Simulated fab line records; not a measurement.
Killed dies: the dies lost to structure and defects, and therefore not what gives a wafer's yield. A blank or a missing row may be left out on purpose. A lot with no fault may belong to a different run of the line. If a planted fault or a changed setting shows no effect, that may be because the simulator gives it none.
fab line records	flow sky130
record lots=5	wafers=15	lastDay=50
route steps=708 shown LI_CONTACT@375 LOCAL_INTERCONNECT@387 PAD_OPEN@708
lots that met no fault: taken from a fault-free run of the same line
startH: hours from the record's opening day to when the first of the lot's shown wafers began	waitH: hours since the lot's step before	" as in the row above	L1.1+2: a single row standing in for several wafers	- value missing, or start not given	* or withheld: withheld	< > ~ a bound
route shown NAME@n: NAME is a module with steps in the file, n the number in the route of the first one	usual: mean and standard deviation over wafers with no fault	same: alike in all rows	chamber/n: place in a boat	sites: each site's reading	_std_site: how widely they spread, as a standard deviation	_edge_site: the outer-site mean with the inner-site mean subtracted	radiusMm: how far each site lies from the wafer's centre	mask NAME#n: copy n	behind: the last tool/chamber to shape the wafer	hold: the reason the lot was held/the length of the hold in hours/how it ended	device: names the non-switching transistor (n, p or np)	end of line: the same wafers' tests at the end of the route	for a step that has no rows: nothing shown but its recipe	killed: not the wafer's yield, but the dies lost to structure and defects at the first sort	map: per-die view of a wafer (x killed, . not killed, _ where there is no die)
set.NAME: setting as actually run; set.NAME@STEP: the setting as run at that earlier step	model.NAME: the simulator's own value behind a step, which no gauge read
certain route steps with their lots: each step a table, each wafer a row
services: when a tool's chamber went out of use (startH, in hours from the record's first day, below 0 if earlier), for how many hours, and the reason
## steps
# step SKY_LI_CONTACT_OVL_MEAS_13
# usual LI_CONTACT_OVL=3/4.5
lot.wafer	tool	chamber	startH	waitH	LI_CONTACT_OVL[nm]
L145.2	overlay-01	-	706.41	0.1	4
L145.5	"	-	"	"	3
L145.6	"	-	"	"	-1
L156.2	overlay-01	-	794.90	0.1	3
L156.4	"	-	"	"	1
L156.5	"	-	"	"	4
L157.1	overlay-01	-	805.78	0.1	-4
L157.3	"	-	"	"	-1
L157.6	"	-	"	"	-2
L163.2	overlay-01	-	837.44	0.1	2
L163.3	"	-	"	"	-5
L163.6	"	-	"	"	2
L165.2	overlay-02	-	849.67	0.1	-5
L165.3	"	-	"	"	-3
L165.6	"	-	"	"	-2
# step SKY_LI_CONTACT_ETCH_14
# recipe chemistry=N2/H2	target=BARC	ionEnergyEv=200	sourceW=500	biasW=100	pressureMtorr=30	n2FlowSccm=100	h2FlowSccm=200	stopOn=SiO2	timeS=45.9	targetDepthA=600
# step SKY_LI_CONTACT_ETCH_15
# recipe target=PSG	chemistry=C4F8/O2/Ar	stopOn=Si	taperDeg=4.15	maskMaterial=KrF-thick	sourceW=1500	biasW=1200	pressureMtorr=40	c4f8FlowSccm=withheld	O2_flow_sccm=6	Ar_flow_sccm=300	timeS=withheld	targetDepthA=6000
# usual oesProductAu=0.837/0.0048
lot.wafer	tool	chamber	startH	waitH	oesProductAu
L145.2	rieDiel-03	2	706.49	0.0	0.839
L145.5	"	0	"	"	0.826
L145.6	"	1	"	"	0.834
L156.2	rieDiel-01	1	794.97	0.0	0.843
L156.4	"	3	"	"	0.832
L156.5	"	2	"	"	0.840
L157.1	rieDiel-03	3	805.86	0.0	0.836
L157.3	"	1	"	"	0.830
L157.6	"	3	"	"	0.833
L163.2	rieDiel-04	0	837.51	0.0	0.833
L163.3	"	3	"	"	0.841
L163.6	"	1	"	"	0.831
L165.2	rieDiel-04	0	849.74	0.0	0.839
L165.3	"	3	"	"	0.839
L165.6	"	0	"	"	0.847
# step SKY_LI_CONTACT_STRIP_16
# recipe chemistry=O2/N2	powerW=1400	pressureMtorr=1500	platenTempC=withheld	o2FlowSccm=3000	n2FlowSccm=300	overashFraction=0.5
# usual drypumpMotorCurrentA=5.3/0.51	oesProductAu=0.375/0.0044	stripTimeToEndpointS=3.499/0.023
lot.wafer	tool	chamber	startH	waitH	drypumpMotorCurrentA	oesProductAu	rfHoursCounterH	stripTimeToEndpointS
L145.2	plasmaAsher-01	1	706.57	-	6.1	0.377	57	3.516
L145.5	"	0	"	"	5.3	0.367	-	3.471
L145.6	"	1	"	"	6.1	0.381	-	3.476
L156.2	plasmaAsher-04	1	795.06	-	4.7	0.372	99	3.499
L156.4	"	0	"	"	5.0	0.375	-	3.532
L156.5	"	0	"	"	5.0	0.378	-	3.516
L157.1	plasmaAsher-03	1	805.94	-	5.0	0.381	33	3.500
L157.3	"	1	"	"	5.0	0.373	-	3.491
L157.6	"	0	"	"	6.0	0.374	-	3.474
L163.2	plasmaAsher-01	0	837.59	-	5.3	0.363	70	3.458
L163.3	"	1	"	"	6.1	0.371	-	3.498
L163.6	"	1	"	"	6.1	0.377	-	3.528
L165.2	plasmaAsher-04	0	849.82	-	5.0	0.374	104	3.492
L165.3	"	1	"	"	4.7	0.377	-	3.461
L165.6	"	1	"	"	4.7	0.383	-	3.504
# step SKY_LI_CONTACT_CLEAN_17
# recipe chemistry=NMP	timeS=600	tempC=60	dry=n2Spin
# step SKY_LI_CONTACT_PRE_CLEAN_18
# recipe gas=Ar	timeS=5.6	biasV=358
# step SKY_LI_CONTACT_SPUTTER_19
# recipe material=Ti	targetThkNm=20	chamberPressurePa=5.148	powerW=2500	substrateTempC=200	timeS=106.37
# step SKY_LI_CONTACT_SPUTTER_20
# recipe material=TiN	targetThkNm=20	chamberPressurePa=5	powerW=4000	timeS=80
# step SKY_LI_CONTACT_CVD_21
# recipe material=W	targetThkNm=400	timeS=120.56	tempC=400	pressureTorr=40
# usual chamberPressureTorr=39.98/0.09	heaterPowerW=790/62
lot.wafer	tool	chamber	startH	waitH	chamberPressureTorr	heaterPowerW
L145.2	cvdW-02	0	707.02	0.0	40.00	858
L145.5	"	1	"	"	40.06	834
L145.6	"	0	"	"	39.89	838
L156.2	cvdW-01	0	795.49	0.0	40.02	712
L156.4	"	1	"	"	40.02	757
L156.5	"	1	"	"	40.03	761
L157.1	cvdW-01	0	806.38	0.0	40.05	709
L157.3	"	0	"	"	39.98	723
L157.6	"	0	"	"	39.89	708
L163.2	cvdW-01	0	838.03	0.0	40.04	723
L163.3	"	1	"	"	39.87	771
L163.6	"	0	"	"	39.85	718
L165.2	cvdW-01	0	850.26	0.0	40.13	727
L165.3	"	1	"	"	40.13	786
L165.6	"	0	"	"	39.98	724
# step SKY_LI_CONTACT_RS_MEAS_22
# recipe thkMeasGauge=four-point-probe	reads=W_of_LI_CONTACT_CVD_21+TiN_of_LI_CONTACT_SPUTTER_20+Ti_of_LI_CONTACT_SPUTTER_19
# usual LI_CONTACT_W_RS=0.2855/0.0026
lot.wafer	tool	chamber	startH	waitH	LI_CONTACT_W_RS[ohm/sq]
L145.2	filmMetro-01	-	707.16	0.1	0.2875
L145.5	"	-	"	"	0.2853
L145.6	"	-	"	"	0.2893
L156.2	filmMetro-04	-	795.64	0.1	0.2861
L156.4	"	-	"	"	0.2858
L156.5	"	-	"	"	0.2893
L157.1	filmMetro-04	-	806.50	0.1	0.2845
L157.3	"	-	"	"	0.2815
L157.6	"	-	"	"	0.2861
L163.2	filmMetro-01	-	838.17	0.1	0.2818
L163.3	"	-	"	"	0.2820
L163.6	"	-	"	"	0.2817
L165.2	filmMetro-02	-	850.40	0.1	0.2823
L165.3	"	-	"	"	0.2845
L165.6	"	-	"	"	0.2814
# step SKY_LI_CONTACT_THK_MEAS_23
# recipe thkMeasGauge=xrf	reads=W_of_LI_CONTACT_CVD_21
# usual LI_CONTACT_W_THK=396/5.6
lot.wafer	tool	chamber	startH	waitH	LI_CONTACT_W_THK[nm]
L145.2	filmMetro-01	-	707.27	0.1	389
L145.5	"	-	"	"	391
L145.6	"	-	"	"	389
L156.2	filmMetro-04	-	795.75	0.1	398
L156.4	"	-	"	"	396
L156.5	"	-	"	"	393
L157.1	filmMetro-04	-	806.62	0.1	400
L157.3	"	-	"	"	403
L157.6	"	-	"	"	396
L163.2	filmMetro-01	-	838.28	0.1	391
L163.3	"	-	"	"	394
L163.6	"	-	"	"	394
L165.2	filmMetro-02	-	850.51	0.1	406
L165.3	"	-	"	"	401
L165.6	"	-	"	"	407
# step SKY_LI_CONTACT_CMP_24
# recipe stopOn=PSG	tOverpolishS=20	downForcePsi=3.5	platenRpm=60	targetThkNm=0	padVelocityMS=0.94248
# usual headPressurePsi=3.500/0.0068	motorCurrentA=11.2/0.59	overpolishRunS=19.999/0.0092	timeToEndpointS=97/3.5
lot.wafer	tool	chamber	startH	waitH	headPressurePsi	motorCurrentA	overpolishRunS	timeToEndpointS
L145.2	cmp-01	2	707.37	0.1	3.514	10.2	19.985	100
L145.6	"	1	"	"	3.491	11.1	20.006	100
L145.5	"	2	"	"	3.510	10.8	19.991	103
L156.4	cmp-02	1	795.85	0.1	3.498	11.4	20.000	96
L156.2	"	3	"	"	3.504	10.9	20.008	93
L156.5	"	0	"	"	3.521	10.9	20.013	90
L157.3	cmp-02	2	806.73	0.1	3.498	11.0	19.997	94
L157.1	"	0	"	"	3.505	11.0	20.000	93
L157.6	"	1	"	"	3.506	12.6	20.002	96
L163.3	cmp-01	0	838.33	0.0	3.501	11.1	19.992	99
L163.2	"	1	"	"	3.503	11.1	20.015	102
L163.6	"	1	"	"	3.499	11.1	19.991	100
L165.3	cmp-02	0	850.56	0.0	3.500	11.1	19.998	97
L165.2	"	2	"	"	3.492	10.3	19.995	99
L165.6	"	1	"	"	3.501	12.5	19.993	101
# step SKY_LOCAL_INTERCONNECT_SPUTTER_00
# recipe material=TiN	targetThkNm=100	tempC=300	powerW=6500	timeS=83.3	chamberPressurePa=0.4
# usual cathodeDcPowerW=6500.0/1.1	throttleValvePct=30.4/0.79
lot.wafer	tool	chamber	startH	waitH	cathodeDcPowerW	throttleValvePct	model.TiN_of_LOCAL_INTERCONNECT_SPUTTER_00.thkNm
L145.2	pvdSputter-02	-	707.62	0.2	6497.9	29.3	101.4
L145.5	"	-	"	"	6500.0	29.8	101.9
L145.6	"	-	"	"	6501.7	29.3	101.1
L156.2	pvdSputter-04	-	796.10	0.1	6498.9	30.3	101.2
L156.4	"	-	"	"	6498.7	29.3	100.7
L156.5	"	-	"	"	6500.5	30.3	101.8
L157.1	pvdSputter-03	-	806.98	0.1	6499.7	30.1	101.5
L157.3	"	-	"	"	6497.9	31.4	100.9
L157.6	"	-	"	"	6499.3	29.9	101.5
L163.2	pvdSputter-04	-	838.63	0.2	6501.7	30.9	100.6
L163.3	"	-	"	"	6500.4	30.0	101
L163.6	"	-	"	"	6300.1	30.3	96.78
L165.2	pvdSputter-03	-	850.86	0.1	6501.1	31.6	101.8
L165.3	"	-	"	"	6501.1	31.2	101.2
L165.6	"	-	"	"	6500.6	31.1	100.6
# step SKY_LOCAL_INTERCONNECT_RS_MEAS_01
# recipe thkMeasGauge=four-point-probe	reads=TiN_of_LOCAL_INTERCONNECT_SPUTTER_00
# usual LOCAL_INTERCONNECT_TIN_RS=14.13/0.13
lot.wafer	tool	chamber	startH	waitH	LOCAL_INTERCONNECT_TIN_RS[ohm/sq]
L145.2	filmMetro-03	-	707.71	0.1	13.96
L145.5	"	-	"	"	13.89
L145.6	"	-	"	"	13.99
L156.2	filmMetro-02	-	796.18	0.1	13.95
L156.4	"	-	"	"	14.09
L156.5	"	-	"	"	13.90
L157.1	filmMetro-02	-	807.04	0.0	13.99
L157.3	"	-	"	"	14.06
L157.6	"	-	"	"	13.95
L163.2	filmMetro-03	-	838.71	0.1	14.03
L163.3	"	-	"	"	13.98
L163.6	"	-	"	"	14.63
L165.2	filmMetro-02	-	850.94	0.1	13.90
L165.3	"	-	"	"	14.00
L165.6	"	-	"	"	14.10
# step SKY_LOCAL_INTERCONNECT_THK_MEAS_02
# recipe thkMeasGauge=xrf	reads=TiN_of_LOCAL_INTERCONNECT_SPUTTER_00
# usual LOCAL_INTERCONNECT_TIN_THK=100.3/0.97
lot.wafer	tool	chamber	startH	waitH	LOCAL_INTERCONNECT_TIN_THK[nm]
L145.2	filmMetro-03	-	707.82	0.1	101.6
L145.5	"	-	"	"	101.9
L145.6	"	-	"	"	101.1
L156.2	filmMetro-02	-	796.29	0.1	101.8
L156.4	"	-	"	"	100.5
L156.5	"	-	"	"	101.7
L157.1	filmMetro-02	-	807.16	0.1	101.4
L157.3	"	-	"	"	101.0
L157.6	"	-	"	"	101.8
L163.2	filmMetro-03	-	838.82	0.1	101.4
L163.3	"	-	"	"	101.7
L163.6	"	-	"	"	98.0
L165.2	filmMetro-02	-	851.05	0.1	102.2
L165.3	"	-	"	"	101.1
L165.6	"	-	"	"	100.7
# step SKY_LOCAL_INTERCONNECT_DEHYDRATE_03
# recipe tempC=200	timeS=60
# step SKY_LOCAL_INTERCONNECT_HMDS_04
# recipe primeTimeS=60	primeTempC=120
# step SKY_LOCAL_INTERCONNECT_COAT_05
# recipe resist=BARC	tempC=withheld	timeS=withheld	spinRpm=3000	resistThkNm=60
# step SKY_LOCAL_INTERCONNECT_COAT_06
# recipe resist=KrF-thick	spinRpm=3000	resistThkNm=450
# step SKY_LOCAL_INTERCONNECT_SOFTBAKE_07
# recipe tempC=100	timeS=90	resist=KrF-thick
# step SKY_LOCAL_INTERCONNECT_EXPOSE_08
# recipe maskId=LI1M	na=0.8	sourceShape=annular	sigmaInner=0.55	sigmaOuter=0.85	targetCdNm=170	doseMj=28
# step SKY_LOCAL_INTERCONNECT_PEB_09
# recipe pebTempC=withheld	pebTimeS=withheld	resist=KrF-thick
# step SKY_LOCAL_INTERCONNECT_DEVELOP_10
# recipe developTimeS=60	resist=KrF-thick	devTempC=21
# step SKY_LOCAL_INTERCONNECT_CD_MEAS_11
# recipe targetCdNm=170
# usual cdNm=170.0/1.5
lot.wafer	tool	chamber	startH	waitH	cdNm
L145.2	cdSem-02	-	734.86	-	168.3
L145.5	"	-	"	"	168.9
L145.6	"	-	"	"	168.4
L156.2	cdSem-01	-	822.96	-	170.2
L156.4	"	-	"	"	168.6
L156.5	"	-	"	"	171.1
L157.1	cdSem-02	-	833.76	-	172.6
L157.3	"	-	"	"	171.7
L157.6	"	-	"	"	171.0
L163.2	cdSem-01	-	864.13	-	170.6
L163.3	"	-	"	"	170.2
L163.6	"	-	"	"	169.1
L165.2	cdSem-02	-	876.33	-	170.0
L165.3	"	-	"	"	169.0
L165.6	"	-	"	"	168.2
# step SKY_LOCAL_INTERCONNECT_OVL_MEAS_12
# usual LOCAL_INTERCONNECT_OVL=1/4.8
lot.wafer	tool	chamber	startH	waitH	LOCAL_INTERCONNECT_OVL[nm]
L145.2	overlay-02	-	734.97	0.1	7
L145.5	"	-	"	"	4
L145.6	"	-	"	"	6
L156.2	overlay-02	-	823.07	0.1	-9
L156.4	"	-	"	"	0
L156.5	"	-	"	"	1
L157.1	overlay-01	-	833.88	0.1	0
L157.3	"	-	"	"	-4
L157.6	"	-	"	"	-5
L163.2	overlay-02	-	864.24	0.1	1
L163.3	"	-	"	"	2
L163.6	"	-	"	"	2
L165.2	overlay-01	-	876.44	0.1	5
L165.3	"	-	"	"	-1
L165.6	"	-	"	"	-5
# step SKY_LOCAL_INTERCONNECT_ETCH_13
# recipe chemistry=N2/H2	target=BARC	ionEnergyEv=200	biasW=100	pressureMtorr=30	n2FlowSccm=100	h2FlowSccm=200	icpW=500	stopOn=SiO2	timeS=45.9	targetDepthA=600
# step SKY_LOCAL_INTERCONNECT_METAL_ETCH_14
# recipe targetDepthNm=110	stopOn=PSG	chemistry=Cl2/BCl3	target=TiN	resistSidewallDeg=88	pressureMtorr=10	icpW=900	biasW=48.5	Cl2_flow_sccm=60	bcl3FlowSccm=30	timeS=31.4
# usual drypumpMotorCurrentA=5.8/0.47	oesProductAu=0.943/0.0067	throttleValvePct=21.900/0.0096
lot.wafer	tool	chamber	startH	waitH	drypumpMotorCurrentA	oesProductAu	rfHoursCounterH	throttleValvePct	model.etch.depthNm	model.LOCAL_INTERCONNECT.featureDepthNm
L145.2	rieMetal-03	1	735.06	0.0	5.5	0.949	12	21.900	101.4	101.4
L145.5	"	1	"	"	5.5	0.951	-	21.894	101.9	101.9
L145.6	"	0	"	"	5.6	0.955	-	21.895	101.1	101.1
L156.2	rieMetal-03	1	823.24	0.1	5.5	0.947	-	21.898	101.2	101.2
L156.4	"	1	"	"	5.5	0.940	-	21.894	100.7	100.7
L156.5	"	1	"	"	5.5	0.944	-	21.894	101.8	101.8
L157.1	rieMetal-03	1	834.04	0.1	5.5	0.953	1	21.880	101.5	101.5
L157.3	"	1	"	"	5.5	0.951	-	21.921	100.9	100.9
L157.6	"	1	"	"	5.5	0.956	-	21.891	101.5	101.5
L163.2	rieMetal-03	1	864.33	0.0	5.5	0.940	3	21.898	100.6	100.6
L163.3	"	0	"	"	5.7	0.945	-	21.876	101	101
L163.6	"	0	"	"	5.7	0.928	-	21.908	96.78	96.78
L165.2	rieMetal-04	0	876.53	0.0	6.3	0.953	14	21.884	101.8	101.8
L165.3	"	1	"	"	5.2	0.949	-	21.887	101.2	101.2
L165.6	"	1	"	"	5.2	0.946	-	21.886	100.6	100.6
# step SKY_LOCAL_INTERCONNECT_STRIP_15
# recipe chemistry=O2/N2	powerW=1400	pressureMtorr=1500	platenTempC=withheld	o2FlowSccm=3000	n2FlowSccm=300	overashFraction=0.5
# usual drypumpMotorCurrentA=5.4/0.55	oesProductAu=0.427/0.0044	stripTimeToEndpointS=4.728/0.022
lot.wafer	tool	chamber	startH	waitH	drypumpMotorCurrentA	oesProductAu	rfHoursCounterH	stripTimeToEndpointS
L145.2	plasmaAsher-04	0	735.11	0.0	5.0	0.420	93	4.727
L145.5	"	0	"	"	5.0	0.429	-	4.725
L145.6	"	1	"	"	4.7	0.424	-	4.751
L156.2	plasmaAsher-01	1	823.33	0.1	6.1	0.427	69	4.691
L156.4	"	0	"	"	5.3	0.433	-	4.726
L156.5	"	0	"	"	5.3	0.422	-	4.705
L157.1	plasmaAsher-02	1	834.14	0.1	6.2	0.423	8	4.711
L157.3	"	0	"	"	5.8	0.427	-	4.716
L157.6	"	0	"	"	5.8	0.424	-	4.678
L163.2	plasmaAsher-04	1	864.38	0.0	4.7	0.420	105	4.767
L163.3	"	0	"	"	5.0	0.424	-	4.743
L163.6	"	1	"	"	4.7	0.426	-	4.753
L165.2	plasmaAsher-01	1	876.58	0.0	6.1	0.430	74	4.744
L165.3	"	0	"	"	5.3	0.431	-	4.751
L165.6	"	1	"	"	6.0	0.426	-	4.753
# step SKY_LOCAL_INTERCONNECT_STRIP_16
# recipe chemistry=postEtchResidueRemover	timeS=1200	tempC=72.5
# usual bathGuardTempC=72.1/0.77
lot.wafer	tool	chamber	startH	waitH	bathGuardTempC	model.TiN_of_LOCAL_INTERCONNECT_SPUTTER_00.thkNm
L145.2	wetBench-04	0	735.21	0.1	71.9	101
L145.5	"	0	"	"	72.5	101.4
L145.6	"	0	"	"	71.7	100.7
L156.2	wetBench-04	0	823.43	0.1	72.4	100.8
L156.4	"	0	"	"	72.2	100.2
L156.5	"	0	"	"	72.4	101.3
L157.1	wetBench-02	0	834.24	0.1	72.3	101
L157.3	"	0	"	"	72.5	100.5
L157.6	"	0	"	"	72.2	101.1
L163.2	wetBench-04	1	864.48	0.1	71.6	100.2
L163.3	"	1	"	"	71.4	100.6
L163.6	"	1	"	"	71.5	96.35
L165.2	wetBench-04	1	876.68	0.1	71.3	101.4
L165.3	"	1	"	"	71.6	100.8
L165.6	"	1	"	"	71.2	100.2
# step SKY_LOCAL_INTERCONNECT_CLEAN_17
# recipe chemistry=IPA	timeS=180	tempC=25
# step SKY_PAD_OPEN_PROBE_99
# usual killed_at_M0_to_M3=44/7	killed_at_M4_up=3.0/2	killedAtContacts=24/5.3	killedAtFrontEnd=15/4	killedAtOther=0.2/0.41	killedDies=87/9.1	killedOpen=49/7.3	killedShort=38/5.9
# same grossDies=492	killedAtBackSide=0
lot.wafer	tool	chamber	startH	waitH	killed_at_M0_to_M3	killed_at_M4_up	killedAtContacts	killedAtFrontEnd	killedAtOther	killedDies	killedOpen	killedShort	model.etest.resLi.lineOhmUm	model.etest.resLi.rsOhmSq
L145.2	prober-02	-	1097.32	0.1	44	4	23	9	0	80	49	31	75.06	12.71
L145.5	prober-02	-	1097.47	0.2	45	1	28	18	0	92	55	37	74.4	12.58
L145.6	prober-02	-	1097.52	0.2	42	5	24	17	0	88	55	33	75.79	12.69
L156.2	prober-01	-	1163.84	0.1	41	3	15	7	0	66	31	35	74.23	12.64
L156.4	prober-01	-	1163.94	0.2	37	1	24	21	1	84	47	37	75.27	12.79
L156.5	prober-01	-	1163.99	0.2	36	3	23	11	0	73	39	34	73.7	12.6
L157.1	prober-02	-	1168.62	0.1	39	3	27	18	0	87	51	36	73.47	12.67
L157.3	prober-02	-	1168.72	0.2	62	1	21	6	0	90	52	38	74.58	12.75
L157.6	prober-02	-	1168.87	0.2	55	0	26	11	0	92	51	41	74.09	12.65
L163.2	prober-02	-	1189.56	0.1	36	5	25	11	1	78	39	39	75.39	12.73
L163.3	prober-02	-	1189.61	0.2	43	7	17	22	0	89	50	39	74.75	12.69
L163.6	prober-02	-	1189.76	0.2	54	2	26	15	0	97	56	41	78.78	13.28
L165.2	prober-02	-	1197.44	0.1	49	2	31	18	0	100	65	35	73.81	12.59
L165.3	prober-02	-	1197.49	0.2	31	0	17	20	0	68	35	33	75.32	12.65
L165.6	prober-02	-	1197.64	0.2	41	1	22	15	0	79	44	35	76	12.79
# killed by level:class
L145.2 VIA1:geometricParticle:open=13 VIA2:geometricParticle:open=9 CONTACT:geometricParticle:open=8 LI_CONTACT:geometricParticle:open=6 POLY_GATE:geometricParticle:open=5 VIA3:geometricParticle:open=5 METAL1:geometricParticle:short=5 METAL2:geometricParticle:short=4
L145.5 LI_CONTACT:geometricParticle:open=11 CONTACT:geometricParticle:open=10 VIA3:geometricParticle:open=10 METAL3:geometricParticle:short=8 VIA1:geometricParticle:open=7 LOCAL_INTERCONNECT:geometricParticle:short=6 VIA2:geometricParticle:open=6 FIELD_ISO:geometricParticle:short=5
L145.6 VIA1:geometricParticle:open=10 VIA2:geometricParticle:open=8 VIA3:geometricParticle:open=8 FIELD_ISO:geometricParticle:open=7 LI_CONTACT:geometricParticle:open=7 CONTACT:geometricParticle:open=7 FIELD_ISO:geometricParticle:short=5 CONTACT:geometricParticle:short=5
L156.2 METAL1:geometricParticle:short=10 VIA1:geometricParticle:open=6 VIA2:geometricParticle:open=6 CONTACT:geometricParticle:open=5 LI_CONTACT:geometricParticle:open=4 METAL2:geometricParticle:short=4 FIELD_ISO:geometricParticle:short=3 CONTACT:geometricParticle:short=3
L156.4 CONTACT:geometricParticle:open=13 VIA1:geometricParticle:open=10 METAL1:geometricParticle:short=7 POLY_GATE:geometricParticle:short=6 POLY_GATE:geometricParticle:open=5 VIA2:geometricParticle:open=4 VIA3:geometricParticle:short=4 FIELD_ISO:geometricParticle:open=3
L156.5 VIA1:geometricParticle:open=7 METAL1:geometricParticle:open=5 CONTACT:geometricParticle:short=5 CONTACT:geometricParticle:open=5 METAL1:geometricParticle:short=5 LI_CONTACT:geometricParticle:open=4 VIA2:geometricParticle:open=4 VIA3:geometricParticle:open=4
L157.1 VIA1:geometricParticle:open=14 CONTACT:geometricParticle:open=9 LOCAL_INTERCONNECT:geometricParticle:short=8 FIELD_ISO:geometricParticle:open=7 VIA3:geometricParticle:open=7 POLY_GATE:geometricParticle:short=6 CONTACT:geometricParticle:short=6 VIA3:geometricParticle:short=5
L157.3 VIA1:geometricParticle:open=14 VIA3:geometricParticle:open=11 METAL2:geometricParticle:short=11 VIA2:geometricParticle:open=10 LI_CONTACT:geometricParticle:open=7 CONTACT:geometricParticle:open=4 CONTACT:geometricParticle:short=4 VIA1:geometricParticle:short=4
L157.6 VIA1:geometricParticle:open=12 CONTACT:geometricParticle:open=8 METAL1:geometricParticle:short=8 VIA2:geometricParticle:open=7 METAL2:geometricParticle:short=7 VIA3:geometricParticle:open=7 LI_CONTACT:geometricParticle:open=6 LOCAL_INTERCONNECT:geometricParticle:short=5
L163.2 CONTACT:geometricParticle:short=8 FIELD_ISO:geometricParticle:open=6 LOCAL_INTERCONNECT:geometricParticle:short=6 CONTACT:geometricParticle:open=6 METAL1:geometricParticle:short=6 VIA1:geometricParticle:open=6 VIA1:geometricParticle:short=5 VIA2:geometricParticle:open=5
L163.3 VIA1:geometricParticle:open=13 CONTACT:geometricParticle:open=8 POLY_GATE:geometricParticle:open=7 METAL1:geometricParticle:short=6 VIA1:geometricParticle:short=6 VIA3:geometricParticle:open=6 FIELD_ISO:geometricParticle:short=5 CONTACT:geometricParticle:short=5
L163.6 VIA1:geometricParticle:open=12 CONTACT:geometricParticle:open=11 METAL2:geometricParticle:short=10 VIA3:geometricParticle:open=8 LI_CONTACT:geometricParticle:open=8 VIA1:geometricParticle:short=8 POLY_GATE:geometricParticle:open=4 CONTACT:geometricParticle:short=4
L165.2 CONTACT:geometricParticle:open=15 VIA1:geometricParticle:open=14 FIELD_ISO:geometricParticle:short=7 VIA2:geometricParticle:open=7 VIA3:geometricParticle:open=6 FIELD_ISO:geometricParticle:open=5 LI_CONTACT:geometricParticle:open=5 LOCAL_INTERCONNECT:geometricParticle:short=5
L165.3 POLY_GATE:geometricParticle:short=9 VIA1:geometricParticle:open=9 LI_CONTACT:geometricParticle:open=8 POLY_GATE:geometricParticle:open=5 CONTACT:geometricParticle:open=4 VIA1:geometricParticle:short=4 FIELD_ISO:geometricParticle:short=3 METAL2:geometricParticle:short=3
L165.6 CONTACT:geometricParticle:open=12 VIA1:geometricParticle:open=10 VIA3:geometricParticle:open=9 METAL2:geometricParticle:short=7 POLY_GATE:geometricParticle:short=6 FIELD_ISO:geometricParticle:short=4 LOCAL_INTERCONNECT:geometricParticle:short=4 VIA2:geometricParticle:open=4
## services
tool	chamber	startH	hours	kind
cmp-02	-	691.75	0.7	repair
cmp-02	-	715.66	0.9	repair
wetBench-02	-	725.49	13.0	repair
pvdSputter-03	-	733.38	0.8	repair
plasmaAsher-02	-	733.75	9.0	pm
cmp-01	-	734.15	0.2	repair
cmp-02	-	744.15	4.0	pm
rieDiel-01	2	744.94	5.6	repair
cmp-02	-	751.64	20.9	repair
pvdSputter-02	-	761.55	2.8	repair
cmp-02	-	772.57	22.0	pm
rieMetal-03	-	773.45	2.8	pm
plasmaAsher-02	-	781.15	2.8	pm
cvdW-02	-	790.64	6.9	pm
rieDiel-01	-	791.76	2.8	pm
rieMetal-03	0	806.37	44.3	repair
pvdSputter-03	-	809.62	0.9	repair
rieDiel-01	2	824.69	4.9	repair
rieDiel-01	-	825.55	28.1	pm
wetBench-02	-	834.76	1.9	pm
plasmaAsher-02	-	853.60	1.0	repair
cmp-01	-	853.68	3.3	pm
cmp-01	-	860.65	6.3	pm
rieDiel-03	1	862.77	4.6	repair
## key
firstSign step=SKY_LOCAL_INTERCONNECT_SPUTTER_00	reading=cathodeDcPowerW	direction=down	sigmas=99+	usual=6500.0	struck=6300.1
effect step=SKY_LOCAL_INTERCONNECT_RS_MEAS_01	reading=LOCAL_INTERCONNECT_TIN_RS	direction=up	sigmas=3.9	usual=14.13	struck=14.63
modelEffect step=SKY_LOCAL_INTERCONNECT_SPUTTER_00	value=TiN_of_LOCAL_INTERCONNECT_SPUTTER_00.thkNm	without=99.85	struck=96.78
modelEffect step=SKY_LOCAL_INTERCONNECT_METAL_ETCH_14	value=etch.depthNm	without=99.85	struck=96.78
modelEffect step=SKY_LOCAL_INTERCONNECT_STRIP_16	value=TiN_of_LOCAL_INTERCONNECT_SPUTTER_00.thkNm	without=99.42	struck=96.35
modelEffect step=SKY_PAD_OPEN_PROBE_99	value=etest.resLi.lineOhmUm	without=76.35	struck=78.78
metAt SKY_LOCAL_INTERCONNECT_SPUTTER_00
struckWafers L163.6
testerLeftOut L163
fault kind=processParameterDrift	tool=pvdSputter-04	chamber=-	onsetH=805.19	steps=SKY_LOCAL_INTERCONNECT_SPUTTER_00	channel=powerW	offset=*	shape=step	endH=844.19	actsIn=*	stated=*	scope=struckWafersOnly
# testerLeftOut: of these lots the tester's yield and bins aren't shown, on N5 and GAA mostly nor the transistor test; their killed dies are dies lost to structure and defects alone, not to doping, threshold or leakage, so they don't give the yield
